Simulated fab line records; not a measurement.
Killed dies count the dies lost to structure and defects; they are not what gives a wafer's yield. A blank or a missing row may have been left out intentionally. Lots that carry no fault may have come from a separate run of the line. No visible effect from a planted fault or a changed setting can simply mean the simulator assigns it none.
fab line records ; flow sky130
record lots=13; wafers=39; lastDay=50
route steps=708 shown VIA1@460 VIA4@650 PAD_OPEN@708
lots that met no fault: taken from a fault-free run of the same line
startH: hours from the record's opening day to when the first of the lot's shown wafers began ; waitH: time in hours since the lot's previous step ; " unchanged from the row above ; L1.1+2: a row that stands for several wafers ; - no value, or no start given ; * or withheld: withheld ; < > ~ a bound
route shown NAME@n: names a module that has steps shown in the file, with the first one's number in the route ; usual: mean/standard deviation taken from wafers without a fault ; same: alike in all rows ; chamber/n: place in a boat ; sites: each site's reading ; _std_site: standard deviation across them ; _edge_site: inner sites' mean taken away from outer sites' mean ; radiusMm: how far each site lies from the wafer's centre ; mask NAME#n: copy n ; behind: tool/chamber where the wafer was last shaped ; hold: cause of the lot's hold/its duration in hours/its outcome ; device: which transistor (n, p or np) failed to switch ; end of line: the same wafers' tests at the end of the route ; a step with no rows: only its recipe ; killed: count of dies lost to structure and defects at first sort (not the wafer's yield) ; map: dies across one wafer; x = killed, . = not, _ = none there
set.NAME: the setting the step ran with; set.NAME@STEP: the setting that earlier step ran with ; model.NAME: the simulator's own value behind a step, which no gauge read
route steps across a sampled set of lots; one table per step, one row per wafer
services: from which hour (startH, from the record's first day; less than 0 if before it) a tool's chamber was out of use, for how many hours, and why
## steps
# step SKY_VIA1_CMP_02
# recipe material=SiO2; downForcePsi=4; platenRpm=60; padVelocityMS=0.94248
# usual motorCurrentA=12.1/1.6
lot.wafer;tool;chamber;startH;waitH;motorCurrentA
L158.4;cmp-01;0;752.77;0.2;11.0
L158.2;cmp-01;2;752.77;0.2;15.6
L158.1;cmp-01;3;752.77;0.2;13.6
L159.4;cmp-01;1;754.93;0.1;10.8
L159.2;cmp-01;2;754.93;0.1;15.3
L159.5;cmp-01;1;754.93;0.1;11.7
L160.1;cmp-02;3;780.17;0.1;12.0
L160.5;cmp-02;3;780.17;0.1;12.7
L160.6;cmp-02;0;780.17;0.1;11.1
L161.4;cmp-01;1;794.50;0.1;10.3
L161.5;cmp-01;3;794.50;0.1;13.1
L161.6;cmp-01;0;794.50;0.1;11.0
L162.1;cmp-01;2;827.55;0.4;14.1
L162.4;cmp-01;3;827.55;0.4;13.8
L162.6;cmp-01;1;827.55;0.4;10.5
L163.1;cmp-01;1;828.42;0.1;11.1
L163.3;cmp-01;3;828.42;0.1;13.6
L163.6;cmp-01;2;828.42;0.1;15.6
L166.2;cmp-01;2;843.69;0.1;15.4
L166.5;cmp-01;1;843.69;0.1;10.9
L166.6;cmp-01;2;843.69;0.1;13.9
L165.3;cmp-02;0;846.04;0.3;11.2
L165.2;cmp-02;3;846.04;0.3;12.5
L165.5;cmp-02;1;846.04;0.3;10.2
L167.1;cmp-01;0;846.89;0.1;10.1
L167.2;cmp-01;2;846.89;0.1;15.2
L167.5;cmp-01;3;846.89;0.1;13.5
L168.4;cmp-01;3;848.04;0.0;12.8
L168.1;cmp-01;0;848.04;0.0;10.3
L168.3;cmp-01;1;848.04;0.0;10.7
L177.2;cmp-01;1;918.54;0.1;10.7
L177.4;cmp-01;3;918.54;0.1;13.0
L177.6;cmp-01;1;918.54;0.1;11.2
L180.4;cmp-01;3;929.40;0.0;13.6
L180.2;cmp-01;1;929.40;0.0;10.0
L180.5;cmp-01;0;929.40;0.0;10.7
L181.3;cmp-01;3;937.24;0.0;13.1
L181.1;cmp-01;2;937.24;0.0;14.5
L181.6;cmp-01;3;937.24;0.0;12.6
# step SKY_VIA4_OVL_MEAS_11
# usual VIA4_OVL=-0.1/1.3
lot.wafer;tool;chamber;startH;waitH;VIA4_OVL[nm]
L158.1;overlay-02;-;991.38;0.1;1.5
L158.2;overlay-02;-;991.38;0.1;0.7
L158.4;overlay-02;-;991.38;0.1;0.6
L159.2;overlay-02;-;994.99;0.1;0.5
L159.4;overlay-02;-;994.99;0.1;0.0
L159.5;overlay-02;-;994.99;0.1;0.3
L160.1;overlay-02;-;1016.99;0.1;-0.4
L160.5;overlay-02;-;1016.99;0.1;-0.1
L160.6;overlay-02;-;1016.99;0.1;-0.6
L161.4;overlay-02;-;1028.61;0.1;-0.9
L161.5;overlay-02;-;1028.61;0.1;-1.9
L161.6;overlay-02;-;1028.61;0.1;-1.4
L162.1;overlay-02;-;1055.84;0.1;1.7
L162.4;overlay-02;-;1055.84;0.1;0.6
L162.6;overlay-02;-;1055.84;0.1;2.5
L163.1;overlay-02;-;1058.69;0.1;1.9
L163.3;overlay-02;-;1058.69;0.1;1.1
L163.6;overlay-02;-;1058.69;0.1;1.7
L166.2;overlay-02;-;1071.75;0.1;0.8
L166.5;overlay-02;-;1071.75;0.1;1.1
L166.6;overlay-02;-;1071.75;0.1;-0.5
L165.2;overlay-01;-;1074.65;0.1;-1.4
L165.3;overlay-01;-;1074.65;0.1;-1.7
L165.5;overlay-01;-;1074.65;0.1;-1.7
L167.1;overlay-02;-;1074.94;0.1;-3.0
L167.2;overlay-02;-;1074.94;0.1;-1.1
L167.5;overlay-02;-;1074.94;0.1;-1.2
L168.1;overlay-02;-;1075.49;0.1;-0.5
L168.3;overlay-02;-;1075.49;0.1;0.6
L168.4;overlay-02;-;1075.49;0.1;-1.9
L177.2;overlay-02;-;1128.40;0.1;0.2
L177.4;overlay-02;-;1128.40;0.1;-0.3
L177.6;overlay-02;-;1128.40;0.1;-1.7
L180.2;overlay-01;-;1140.50;0.1;2.0
L180.4;overlay-01;-;1140.50;0.1;1.5
L180.5;overlay-01;-;1140.50;0.1;2.4
L181.1;overlay-01;-;1145.89;0.1;-2.2
L181.3;overlay-01;-;1145.89;0.1;-1.1
L181.6;overlay-01;-;1145.89;0.1;-2.4
# step SKY_VIA4_SPUTTER_17
# recipe material=TiN; targetThkNm=20; chamberPressurePa=5; powerW=4000; timeS=80
# usual throttleValvePct=30.0/0.71
lot.wafer;tool;chamber;startH;waitH;throttleValvePct
L158.1;pvdSputter-03;-;992.08;0.0;29.4
L158.2;pvdSputter-03;-;992.08;0.0;29.4
L158.4;pvdSputter-03;-;992.08;0.0;30.5
L159.2;pvdSputter-02;-;995.68;0.0;28.7
L159.4;pvdSputter-02;-;995.68;0.0;29.3
L159.5;pvdSputter-02;-;995.68;0.0;29.3
L160.1;pvdSputter-03;-;1017.69;0.0;29.8
L160.5;pvdSputter-03;-;1017.69;0.0;29.6
L160.6;pvdSputter-03;-;1017.69;0.0;30.5
L161.4;pvdSputter-03;-;1029.29;0.0;29.5
L161.5;pvdSputter-03;-;1029.29;0.0;29.8
L161.6;pvdSputter-03;-;1029.29;0.0;30.6
L162.1;pvdSputter-04;-;1057.13;0.0;30.0
L162.4;pvdSputter-04;-;1057.13;0.0;29.9
L162.6;pvdSputter-04;-;1057.13;0.0;30.1
L163.1;pvdSputter-04;-;1059.44;0.0;29.9
L163.3;pvdSputter-04;-;1059.44;0.0;30.0
L163.6;pvdSputter-04;-;1059.44;0.0;30.0
L166.2;pvdSputter-04;-;1072.54;0.0;29.9
L166.5;pvdSputter-04;-;1072.54;0.0;29.9
L166.6;pvdSputter-04;-;1072.54;0.0;30.1
L165.2;pvdSputter-04;-;1075.80;0.0;30.1
L165.3;pvdSputter-04;-;1075.80;0.0;29.9
L165.5;pvdSputter-04;-;1075.80;0.0;29.8
L167.1;pvdSputter-02;-;1075.80;0.0;28.8
L167.2;pvdSputter-02;-;1075.80;0.0;30.9
L167.5;pvdSputter-02;-;1075.80;0.0;28.8
L168.1;pvdSputter-03;-;1076.98;0.0;29.9
L168.3;pvdSputter-03;-;1076.98;0.0;29.2
L168.4;pvdSputter-03;-;1076.98;0.0;30.8
L177.2;pvdSputter-03;-;1129.12;0.0;29.2
L177.4;pvdSputter-03;-;1129.12;0.0;29.4
L177.6;pvdSputter-03;-;1129.12;0.0;29.3
L180.2;pvdSputter-04;-;1141.25;0.0;30.1
L180.4;pvdSputter-04;-;1141.25;0.0;30.2
L180.5;pvdSputter-04;-;1141.25;0.0;30.0
L181.1;pvdSputter-04;-;1147.20;0.0;29.9
L181.3;pvdSputter-04;-;1147.20;0.0;29.9
L181.6;pvdSputter-04;-;1147.20;0.0;30.2
# step SKY_VIA4_CVD_18
# recipe material=W; targetThkNm=505; timeS=152.14; tempC=400; pressureTorr=40
# usual heaterPowerW=868/50; susceptorTempC=399.97/0.25
lot.wafer;tool;chamber;startH;waitH;heaterPowerW;susceptorTempC
L158.1;cvdW-02;0;992.15;0.0;876;400.12
L158.2;cvdW-02;1;992.15;0.0;834;399.77
L158.4;cvdW-02;0;992.15;0.0;894;399.59
L159.2;cvdW-02;1;995.75;0.0;847;399.81
L159.4;cvdW-02;1;995.75;0.0;843;400.36
L159.5;cvdW-02;1;995.75;0.0;846;399.69
L160.1;cvdW-02;0;1017.75;0.0;888;400.31
L160.5;cvdW-02;0;1017.75;0.0;881;400.16
L160.6;cvdW-02;1;1017.75;0.0;838;400.41
L161.4;cvdW-01;0;1029.40;0.1;801;399.83
L161.5;cvdW-01;0;1029.40;0.1;798;400.09
L161.6;cvdW-01;1;1029.40;0.1;909;400.00
L162.1;cvdW-01;0;1057.20;0.0;785;399.82
L162.4;cvdW-01;0;1057.20;0.0;816;400.04
L162.6;cvdW-01;0;1057.20;0.0;804;399.73
L163.1;cvdW-02;1;1059.50;0.0;848;400.09
L163.3;cvdW-02;1;1059.50;0.0;835;400.19
L163.6;cvdW-02;0;1059.50;0.0;919;400.23
L166.2;cvdW-02;1;1072.60;0.0;855;400.02
L166.5;cvdW-02;1;1072.60;0.0;835;399.96
L166.6;cvdW-02;0;1072.60;0.0;896;399.86
L165.2;cvdW-02;0;1075.86;0.0;904;400.23
L165.3;cvdW-02;0;1075.86;0.0;887;399.74
L165.5;cvdW-02;0;1075.86;0.0;911;399.80
L167.1;cvdW-01;0;1075.86;0.0;815;400.15
L167.2;cvdW-01;1;1075.86;0.0;916;399.82
L167.5;cvdW-01;0;1075.86;0.0;816;399.85
L168.1;cvdW-02;1;1077.04;0.0;858;399.71
L168.3;cvdW-02;0;1077.04;0.0;890;399.67
L168.4;cvdW-02;1;1077.04;0.0;802;399.82
L177.2;cvdW-01;1;1129.19;0.0;967;400.14
L177.4;cvdW-01;0;1129.19;0.0;790;400.15
L177.6;cvdW-01;0;1129.19;0.0;800;399.72
L180.2;cvdW-01;0;1141.31;0.0;795;399.58
L180.4;cvdW-01;1;1141.31;0.0;949;399.96
L180.5;cvdW-01;1;1141.31;0.0;963;399.77
L181.1;cvdW-02;0;1147.26;0.0;916;399.96
L181.3;cvdW-02;0;1147.26;0.0;862;399.71
L181.6;cvdW-02;0;1147.26;0.0;877;399.56
# step SKY_PAD_OPEN_PROBE_99
# usual defectLimitedYield=82.5/1.9; killed_at_M0_to_M3=42/6.4; killed_at_M4_up=2.9/1.7; killedAtContacts=25/5.2; killedAtFrontEnd=16/4.4; killedAtOther=0.4/0.65; killedDies=86/9.2; killedOnRim=17/3.9; killedOpen=47/6.6; killedShort=39/5.8
# same grossDies=492; killedAtBackSide=0
lot.wafer;tool;chamber;startH;waitH;defectLimitedYield[%];killed_at_M0_to_M3;killed_at_M4_up;killedAtContacts;killedAtFrontEnd;killedAtOther;killedDies;killedOnRim;killedOpen;killedShort
L158.1;prober-02;-;1060.67;0.1;79.3;51;2;24;24;1;102;22;51;51
L158.2;prober-02;-;1060.72;0.1;81.3;49;4;18;19;2;92;22;53;37
L158.4;prober-02;-;1060.82;0.2;81.7;45;1;33;10;1;90;16;54;35
L159.2;prober-01;-;1064.26;0.1;84.6;46;3;20;7;0;76;11;41;34
L159.4;prober-01;-;1064.36;0.2;80.3;48;4;28;17;0;97;26;51;45
L159.5;prober-01;-;1064.41;0.2;83.9;43;1;19;14;2;79;14;32;44
L160.1;prober-02;-;1082.96;0.1;81.3;48;6;20;18;0;92;9;53;39
L160.5;prober-02;-;1083.16;0.2;80.9;50;2;19;23;0;94;16;52;40
L160.6;prober-02;-;1083.21;0.2;82.1;34;5;26;23;0;88;15;43;45
L161.4;prober-01;-;1095.41;0.2;83.7;35;2;30;13;0;80;15;45;35
L161.5;prober-01;-;1095.46;0.2;79.9;56;2;25;16;0;99;23;48;51
L161.6;prober-01;-;1095.51;0.2;81.9;42;4;27;16;0;89;16;55;34
L162.1;prober-02;-;1124.16;0.1;82.3;40;5;17;25;0;87;22;50;37
L162.4;prober-02;-;1124.31;0.2;84.1;39;3;19;16;1;78;9;42;35
L162.6;prober-02;-;1124.41;0.2;83.7;41;5;14;20;0;80;18;38;42
L163.1;prober-02;-;1124.46;0.1;80.7;48;2;27;17;1;95;26;44;51
L163.3;prober-02;-;1124.56;0.2;82.1;42;0;32;14;0;88;24;50;38
L163.6;prober-02;-;1124.71;0.2;82.5;38;3;25;20;0;86;18;40;46
L166.2;prober-02;-;1137.01;0.1;86.4;34;1;11;19;2;67;9;35;31
L166.5;prober-02;-;1137.16;0.2;81.3;44;3;31;13;1;92;18;56;36
L166.6;prober-02;-;1137.21;0.2;81.3;43;0;29;20;0;92;16;55;36
L165.2;prober-01;-;1140.99;0.1;82.3;40;5;26;16;0;87;19;47;40
L165.3;prober-01;-;1141.04;0.2;83.7;43;3;20;14;0;80;12;39;41
L165.5;prober-01;-;1141.14;0.2;83.3;40;4;21;16;1;82;10;40;42
L167.1;prober-02;-;1141.04;0.1;83.1;43;4;26;10;0;83;17;47;35
L167.2;prober-02;-;1141.09;0.1;82.7;38;1;28;18;0;85;19;47;38
L167.5;prober-02;-;1141.24;0.2;83.3;39;2;26;14;1;82;17;39;42
L168.1;prober-01;-;1142.44;0.1;38.8;247;5;26;21;2;301;78;58;47
L168.3;prober-01;-;1142.54;0.2;45.9;223;7;23;13;0;266;37;46;36
L168.4;prober-01;-;1142.59;0.2;40.4;252;5;23;13;0;293;91;40;38
L177.2;prober-01;-;1187.02;0.1;82.3;40;1;31;15;0;87;18;52;35
L177.4;prober-01;-;1187.12;0.2;82.5;47;5;21;13;0;86;14;44;42
L177.6;prober-01;-;1187.22;0.2;83.5;32;1;31;17;0;81;14;45;35
L180.2;prober-01;-;1195.91;0.1;81.7;49;2;20;19;0;90;14;43;46
L180.4;prober-01;-;1196.01;0.2;82.5;36;4;31;15;0;86;15;50;34
L180.5;prober-01;-;1196.06;0.2;85.2;24;3;25;19;2;73;13;44;29
L181.1;prober-02;-;1202.01;0.1;82.3;44;2;24;17;0;87;9;49;38
L181.3;prober-02;-;1202.11;0.2;81.7;51;1;20;18;0;90;18;49;41
L181.6;prober-02;-;1202.26;0.2;81.9;35;3;29;22;0;89;16;51;38
# killed by level:class
L158.1 VIA1:geometricParticle:open=13 CONTACT:geometricParticle:open=9 FIELD_ISO:geometricParticle:open=7 METAL2:geometricParticle:short=7 POLY_GATE:geometricParticle:short=6 VIA2:geometricParticle:short=5 CONTACT:geometricParticle:short=5 METAL1:geometricParticle:short=5
L158.2 VIA1:geometricParticle:open=11 VIA2:geometricParticle:open=8 VIA3:geometricParticle:open=8 FIELD_ISO:geometricParticle:open=7 CONTACT:geometricParticle:open=7 FIELD_ISO:geometricParticle:short=4 METAL4:geometricParticle:short=4 VIA1:geometricParticle:short=4
L158.4 CONTACT:geometricParticle:open=19 VIA2:geometricParticle:open=9 VIA1:geometricParticle:open=8 METAL2:geometricParticle:short=6 LOCAL_INTERCONNECT:geometricParticle:short=5 CONTACT:geometricParticle:short=5 VIA1:geometricParticle:short=5 FIELD_ISO:geometricParticle:open=4
L159.2 VIA1:geometricParticle:open=14 CONTACT:geometricParticle:open=7 METAL1:geometricParticle:short=6 VIA2:geometricParticle:open=6 VIA2:geometricParticle:short=5 LI_CONTACT:geometricParticle:short=4 CONTACT:geometricParticle:short=4 METAL2:geometricParticle:short=4
L159.4 CONTACT:geometricParticle:open=12 METAL1:geometricParticle:short=10 VIA2:geometricParticle:open=7 VIA1:geometricParticle:open=7 METAL2:geometricParticle:short=6 VIA3:geometricParticle:open=5 POLY_GATE:geometricParticle:short=5 METAL1:geometricParticle:open=5
L159.5 METAL1:geometricParticle:short=8 VIA1:geometricParticle:open=8 CONTACT:geometricParticle:open=6 VIA3:geometricParticle:open=6 VIA2:geometricParticle:short=5 CONTACT:geometricParticle:short=5 FIELD_ISO:geometricParticle:open=4 LI_CONTACT:geometricParticle:short=4
L160.1 VIA1:geometricParticle:open=12 VIA3:geometricParticle:open=8 CONTACT:geometricParticle:open=7 POLY_GATE:geometricParticle:short=5 VIA2:geometricParticle:open=5 LI_CONTACT:geometricParticle:open=5 VIA2:geometricParticle:short=5 LI_CONTACT:geometricParticle:short=4
L160.5 VIA3:geometricParticle:open=10 VIA1:geometricParticle:open=9 CONTACT:geometricParticle:open=8 VIA2:geometricParticle:open=6 VIA3:geometricParticle:short=6 VIA1:geometricParticle:short=5 FIELD_ISO:geometricParticle:short=4 POLY_GATE:geometricParticle:open=4
L160.6 CONTACT:geometricParticle:open=10 FIELD_ISO:geometricParticle:open=8 CONTACT:geometricParticle:short=8 VIA1:geometricParticle:open=7 FIELD_ISO:geometricParticle:short=5 POLY_GATE:geometricParticle:short=5 METAL1:geometricParticle:short=5 LI_CONTACT:geometricParticle:open=5
L161.4 CONTACT:geometricParticle:open=13 VIA1:geometricParticle:open=6 LI_CONTACT:geometricParticle:open=6 METAL1:geometricParticle:short=6 FIELD_ISO:geometricParticle:open=5 METAL2:geometricParticle:short=5 VIA1:geometricParticle:short=4 LOCAL_INTERCONNECT:geometricParticle:short=4
L161.5 VIA2:geometricParticle:open=10 VIA1:geometricParticle:open=8 METAL1:geometricParticle:short=7 VIA1:geometricParticle:short=7 POLY_GATE:geometricParticle:short=7 LI_CONTACT:geometricParticle:open=7 CONTACT:geometricParticle:open=7 CONTACT:geometricParticle:short=6
L161.6 VIA1:geometricParticle:open=13 CONTACT:geometricParticle:open=11 VIA3:geometricParticle:open=8 VIA2:geometricParticle:open=7 POLY_GATE:geometricParticle:open=6 CONTACT:geometricParticle:short=5 FIELD_ISO:geometricParticle:open=4 LI_CONTACT:geometricParticle:open=4
L162.1 FIELD_ISO:geometricParticle:open=7 POLY_GATE:geometricParticle:open=7 VIA1:geometricParticle:open=7 POLY_GATE:geometricParticle:short=6 CONTACT:geometricParticle:open=6 VIA3:geometricParticle:open=6 VIA1:geometricParticle:short=6 LI_CONTACT:geometricParticle:open=5
L162.4 LI_CONTACT:geometricParticle:open=12 VIA1:geometricParticle:open=9 METAL2:geometricParticle:short=7 VIA1:geometricParticle:short=7 POLY_GATE:geometricParticle:open=5 VIA2:geometricParticle:open=4 VIA3:geometricParticle:open=4 FIELD_ISO:geometricParticle:short=3
L162.6 POLY_GATE:geometricParticle:short=7 VIA2:geometricParticle:open=7 VIA3:geometricParticle:open=7 LI_CONTACT:geometricParticle:open=5 VIA1:geometricParticle:open=5 METAL4:geometricParticle:short=5 FIELD_ISO:geometricParticle:short=4 FIELD_ISO:geometricParticle:open=4
L163.1 VIA1:geometricParticle:open=11 METAL1:geometricParticle:short=9 LI_CONTACT:geometricParticle:open=8 METAL2:geometricParticle:short=6 VIA3:geometricParticle:open=6 POLY_GATE:geometricParticle:open=5 VIA1:geometricParticle:short=5 LI_CONTACT:geometricParticle:short=5
L163.3 LI_CONTACT:geometricParticle:open=12 VIA1:geometricParticle:open=11 CONTACT:geometricParticle:short=7 CONTACT:geometricParticle:open=7 POLY_GATE:geometricParticle:open=5 VIA2:geometricParticle:open=5 LI_CONTACT:geometricParticle:short=4 METAL2:geometricParticle:short=4
L163.6 POLY_GATE:geometricParticle:open=8 VIA1:geometricParticle:open=8 CONTACT:geometricParticle:open=7 METAL2:geometricParticle:short=6 CONTACT:geometricParticle:short=6 METAL1:geometricParticle:short=6 LI_CONTACT:geometricParticle:open=4 LI_CONTACT:geometricParticle:short=4
L166.2 VIA2:geometricParticle:open=9 VIA1:geometricParticle:open=7 FIELD_ISO:geometricParticle:open=5 FIELD_ISO:geometricParticle:short=4 LI_CONTACT:geometricParticle:open=4 VIA1:geometricParticle:short=4 METAL2:geometricParticle:short=4 POLY_GATE:geometricParticle:open=3
L166.5 CONTACT:geometricParticle:open=15 VIA1:geometricParticle:open=9 LI_CONTACT:geometricParticle:open=8 VIA2:geometricParticle:open=8 METAL2:geometricParticle:short=6 VIA3:geometricParticle:open=5 POLY_GATE:geometricParticle:short=4 POLY_GATE:geometricParticle:open=4
L166.6 VIA1:geometricParticle:open=17 LOCAL_INTERCONNECT:geometricParticle:short=9 CONTACT:geometricParticle:open=8 VIA2:geometricParticle:open=5 FIELD_ISO:geometricParticle:short=4 POLY_GATE:geometricParticle:short=4 POLY_GATE:geometricParticle:open=4 LI_CONTACT:geometricParticle:open=4
L165.2 CONTACT:geometricParticle:short=11 VIA1:geometricParticle:open=11 VIA3:geometricParticle:open=7 LI_CONTACT:geometricParticle:open=6 CONTACT:geometricParticle:open=5 VIA3:geometricParticle:short=5 FIELD_ISO:geometricParticle:short=4 FIELD_ISO:geometricParticle:open=4
L167.1 CONTACT:geometricParticle:open=9 VIA2:geometricParticle:open=8 LI_CONTACT:geometricParticle:open=7 METAL1:geometricParticle:short=6 VIA1:geometricParticle:open=5 METAL3:geometricParticle:short=5 VIA3:geometricParticle:open=5 LOCAL_INTERCONNECT:geometricParticle:short=4
L165.3 VIA1:geometricParticle:open=9 METAL1:geometricParticle:short=6 CONTACT:geometricParticle:open=6 VIA2:geometricParticle:open=6 LOCAL_INTERCONNECT:geometricParticle:short=5 METAL2:geometricParticle:short=5 POLY_GATE:geometricParticle:open=4 LI_CONTACT:geometricParticle:open=4
L167.2 FIELD_ISO:geometricParticle:short=8 LI_CONTACT:geometricParticle:open=8 CONTACT:geometricParticle:open=7 VIA3:geometricParticle:open=7 VIA1:geometricParticle:open=6 FIELD_ISO:geometricParticle:open=5 CONTACT:geometricParticle:short=5 METAL1:geometricParticle:short=5
L165.5 VIA1:geometricParticle:open=12 CONTACT:geometricParticle:open=8 VIA1:geometricParticle:short=7 CONTACT:geometricParticle:short=5 VIA2:geometricParticle:open=5 METAL2:geometricParticle:short=5 FIELD_ISO:geometricParticle:open=4 POLY_GATE:geometricParticle:short=4
L167.5 CONTACT:geometricParticle:open=13 METAL1:geometricParticle:short=7 LI_CONTACT:geometricParticle:open=6 METAL2:geometricParticle:short=6 POLY_GATE:geometricParticle:short=5 VIA2:geometricParticle:open=5 VIA3:geometricParticle:open=5 FIELD_ISO:geometricParticle:open=4
L168.1 VIA1:areaEtch=196 VIA1:geometricParticle:open=15 CONTACT:geometricParticle:short=10 VIA3:geometricParticle:open=10 FIELD_ISO:geometricParticle:open=7 CONTACT:geometricParticle:open=7 VIA1:geometricParticle:short=6 LI_CONTACT:geometricParticle:open=5
L168.3 VIA1:areaEtch=184 CONTACT:geometricParticle:open=11 VIA2:geometricParticle:open=10 VIA1:geometricParticle:open=10 METAL4:geometricParticle:short=6 CONTACT:geometricParticle:short=5 VIA3:geometricParticle:open=5 POLY_GATE:geometricParticle:short=4
L168.4 VIA1:areaEtch=215 CONTACT:geometricParticle:open=13 METAL2:geometricParticle:short=8 VIA2:geometricParticle:short=6 VIA1:geometricParticle:open=6 FIELD_ISO:geometricParticle:open=4 LI_CONTACT:geometricParticle:open=4 VIA1:geometricParticle:short=4
L177.2 CONTACT:geometricParticle:open=16 VIA1:geometricParticle:short=8 VIA1:geometricParticle:open=7 LI_CONTACT:geometricParticle:open=6 VIA2:geometricParticle:open=6 CONTACT:geometricParticle:short=5 VIA3:geometricParticle:open=4 POLY_GATE:geometricParticle:short=4
L177.4 VIA2:geometricParticle:open=10 VIA1:geometricParticle:open=8 VIA1:geometricParticle:short=7 CONTACT:geometricParticle:open=6 METAL1:geometricParticle:short=6 POLY_GATE:geometricParticle:short=5 LI_CONTACT:geometricParticle:open=5 METAL4:geometricParticle:short=5
L177.6 CONTACT:geometricParticle:open=12 LI_CONTACT:geometricParticle:open=8 VIA1:geometricParticle:open=7 FIELD_ISO:geometricParticle:short=6 CONTACT:geometricParticle:short=6 METAL1:geometricParticle:short=5 METAL2:geometricParticle:short=4 VIA3:geometricParticle:open=4
L180.2 VIA1:geometricParticle:open=9 VIA2:geometricParticle:open=9 POLY_GATE:geometricParticle:short=7 CONTACT:geometricParticle:open=7 VIA1:geometricParticle:short=6 METAL3:geometricParticle:short=6 VIA3:geometricParticle:open=6 VIA2:geometricParticle:short=5
L180.4 VIA1:geometricParticle:open=12 CONTACT:geometricParticle:open=11 LI_CONTACT:geometricParticle:open=10 VIA3:geometricParticle:open=6 CONTACT:geometricParticle:short=5 POLY_GATE:geometricParticle:short=4 LOCAL_INTERCONNECT:geometricParticle:short=4 METAL2:geometricParticle:short=4
L180.5 CONTACT:geometricParticle:open=11 LI_CONTACT:geometricParticle:open=9 METAL2:geometricParticle:short=8 POLY_GATE:geometricParticle:open=7 VIA1:geometricParticle:open=4 FIELD_ISO:geometricParticle:short=3 SPACER:geometricParticle:open=3 METAL4:geometricParticle:short=3
L181.1 VIA1:geometricParticle:open=10 CONTACT:geometricParticle:open=9 METAL1:geometricParticle:short=8 FIELD_ISO:geometricParticle:open=7 LI_CONTACT:geometricParticle:open=7 METAL2:geometricParticle:short=7 VIA3:geometricParticle:open=7 CONTACT:geometricParticle:short=5
L181.3 VIA1:geometricParticle:open=16 METAL1:geometricParticle:short=10 LI_CONTACT:geometricParticle:open=8 CONTACT:geometricParticle:open=7 POLY_GATE:geometricParticle:open=6 METAL2:geometricParticle:short=5 VIA2:geometricParticle:open=5 FIELD_ISO:geometricParticle:short=4
L181.6 CONTACT:geometricParticle:open=16 VIA1:geometricParticle:open=10 FIELD_ISO:geometricParticle:short=6 LI_CONTACT:geometricParticle:open=6 FIELD_ISO:geometricParticle:open=5 CONTACT:geometricParticle:short=5 METAL1:geometricParticle:short=5 METAL2:geometricParticle:short=4
## services
tool;chamber;startH;hours;kind
cmp-01;-;734.78;4.2;pm
cmp-01;-;744.34;4.0;pm
cmp-01;-;773.65;0.3;repair
cmp-01;-;775.41;0.7;repair
pvdSputter-03;-;799.77;1.2;repair
cvdW-01;-;825.90;0.3;repair
cvdW-02;-;833.26;0.9;repair
pvdSputter-04;-;836.24;1.1;repair
pvdSputter-04;-;836.92;3.8;repair
cmp-01;-;844.89;1.4;repair
cmp-01;-;877.56;12.4;pm
pvdSputter-04;-;888.54;1.1;repair
cmp-01;-;891.24;0.6;repair
cvdW-02;1;894.91;11.2;repair
cvdW-02;-;904.00;14.0;pm
pvdSputter-03;-;943.85;3.7;repair
pvdSputter-04;-;990.78;3.9;repair
cmp-01;-;1016.77;4.9;pm
cvdW-02;-;1039.64;0.4;repair
cmp-01;-;1072.86;1.1;repair
cmp-01;-;1084.62;4.0;pm
pvdSputter-04;-;1090.54;0.6;repair
cmp-01;-;1114.51;1.9;repair
cvdW-02;-;1117.22;2.8;pm
## key
firstSign step=SKY_PAD_OPEN_PROBE_99; reading=killed_at_M0_to_M3; direction=up; sigmas=31; usual=42; struck=241
effect step=SKY_PAD_OPEN_PROBE_99; reading=defectLimitedYield; direction=down; sigmas=22; usual=82.5; struck=41.7
moreKillsBornAt SKY_VIA1_ETCH_15@rieDiel-02=595
metAt SKY_VIA1_CMP_02
struckLots L168
notActingAt SKY_VIA4_OVL_MEAS_11,SKY_VIA4_SPUTTER_17,SKY_VIA4_CVD_18
onsetBetween 846.89 848.04
fault kind=processParameterDrift; tool=cmp-01; chamber=-; onsetH=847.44; steps=SKY_VIA1_CMP_02; channel=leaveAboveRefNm; offset=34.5; shape=step; endH=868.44; actsIn=theseRecipesOnly; stated=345
